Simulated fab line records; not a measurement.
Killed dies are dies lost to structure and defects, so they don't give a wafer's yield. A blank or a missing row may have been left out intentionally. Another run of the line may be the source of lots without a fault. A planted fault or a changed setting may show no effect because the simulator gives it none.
Matching of chambers | flow sky130 | SKY_LI_CONTACT_ETCH_15 on rie diel-03 has 4 sister chambers
The step etches PSG in C4F8/O2/Ar, stops on Si, target depth 600 nm. 4 wafers are shown with their chamber, then 10 later ones without.

EACH WAFER AND ITS CHAMBER
wafer  | chamber | rf fwd power W (W)
L079.2 | 3       | 1491
L090.1 | 1       | 1493
L092.1 | 2       | 1486
L092.3 | 0       | 1485

WAFERS WHOSE CHAMBER IS MISSING
wafer  | rf fwd power W (W)
L092.4 | 1488
L093.1 | 1490
L093.3 | 1490
L093.6 | 1485
L095.3 | 1495
L095.5 | 1485
L095.6 | 1490
L096.3 | 1492
L096.5 | 1500
L096.6 | 1490

EACH ONE'S CHAMBER
wafer  | from the rows above               | in truth
L092.4 | can't be placed: 2 or 0 or 3 or 1 | 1
L093.1 | can't be placed: 3 or 1 or 2 or 0 | 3
L093.3 | can't be placed: 3 or 1 or 2 or 0 | 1
L093.6 | can't be placed: 0 or 2           | 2
L095.3 | can't be placed: 1 or 3           | 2
L095.5 | can't be placed: 0 or 2           | 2
L095.6 | can't be placed: 3 or 1 or 2 or 0 | 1
L096.3 | can't be placed: 1 or 3           | 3
L096.5 | can't be placed: 1 or 3           | 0
L096.6 | can't be placed: 3 or 1 or 2 or 0 | 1
Correctly placed: 0 of 10. From these rows, 10 cannot be placed; in 8 the true chamber is one of the candidates. Number placed wrongly: 0.
How it was worked out, from the rows above alone: a wafer's distance from a chamber is the root of the sum, over the readings, of the square of ((its reading less the chamber's mean) divided by the reading's scatter). If the next closest chamber is less than 2 further off than the closest, the wafer can't be placed; otherwise it belongs to the closest. A chamber's mean is the mean of its shown wafers. The scatter (one wafer shown for each chamber): square how far every hidden wafer sits from the nearest shown wafer, average those squares and take the square root.
